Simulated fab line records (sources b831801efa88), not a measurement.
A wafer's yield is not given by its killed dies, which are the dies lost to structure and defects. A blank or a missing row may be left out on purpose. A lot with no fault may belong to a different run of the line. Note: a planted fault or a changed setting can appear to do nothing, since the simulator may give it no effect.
What tool caused it? -- flow sky130 -- 12 lots, 36 wafers sampled, at 2 steps of a route of 708

## WHAT THE GAUGES READ, wafer by wafer
SKY_LOCAL_INTERCONNECT_CD_MEAS_11 targets a cd of 170 nm.
lot,measured,on,cd nm (nm)
L075,day 30 20:50,cd sem-02,170.5 170.9 170.7
L077,day 31 06:47,cd sem-01,169.5 168.1 170.4
L079,day 31 22:16,cd sem-01,169.6 169.0 170.1
L081,day 32 19:16,cd sem-01,172.7 173.4 172.7
L083,day 33 12:34,cd sem-01,166.2 168.1 166.9
L085,day 34 04:59,cd sem-01,168.3 168.9 169.5
L087,day 34 16:04,cd sem-01,168.4 168.4 168.7
L089,day 35 08:32,cd sem-02,169.7 170.3 169.3
L091,day 35 22:44,cd sem-02,170.7 169.7 170.7
L093,day 36 16:53,cd sem-02,169.5 170.3 170.0
L095,day 37 10:56,cd sem-01,169.3 170.2 170.8
L097,day 37 20:01,cd sem-01,171.2 170.7 170.0

## WHAT TOOL EACH LOT RAN ON (gives the tool, then ch and the chambers of the sampled wafers, and finally the start)
lot,SKY_SD_N_RTA_14
L075,"rtp anneal-01 ch 0, day 28 08:52"
L077,"rtp anneal-01 ch 0, day 28 20:50"
L079,"rtp anneal-01 ch 0, day 29 12:07"
L081,"rtp anneal-01 ch 0, day 30 10:07"
L083,"rtp anneal-02 ch 0, day 31 02:58"
L085,"rtp anneal-02 ch 0, day 31 19:30"
L087,"rtp anneal-02 ch 0, day 32 08:16"
L089,"rtp anneal-02 ch 0, day 33 00:25"
L091,"rtp anneal-02 ch 0, day 33 16:16"
L093,"rtp anneal-02 ch 0, day 34 09:28"
L095,"rtp anneal-02 ch 0, day 35 04:13"
L097,"rtp anneal-02 ch 0, day 35 13:25"
- SKY_SD_N_RTA_14: time 2 s.

## THE ANSWER, worked out from the rows above alone
Rule: what is usual is taken from the lots themselves. Put in order of their means at a reading, lots are off if they are a third of the lots or fewer, leave a main group of 4 or more, and stand apart from it by a gap of 3 or more times the standard deviation of the main group's means; of several such gaps the widest counts. Not used: any main group whose means are identical at the precision the tables above print for the reading. A lot without any number at a reading at which 4 lots or more have one is off too. Any other lot the step has rows for is counted as sound.
None of the lots is off at any reading shown; this tells nothing.

## WHAT WAS PUT IN BY THE SIMULATOR
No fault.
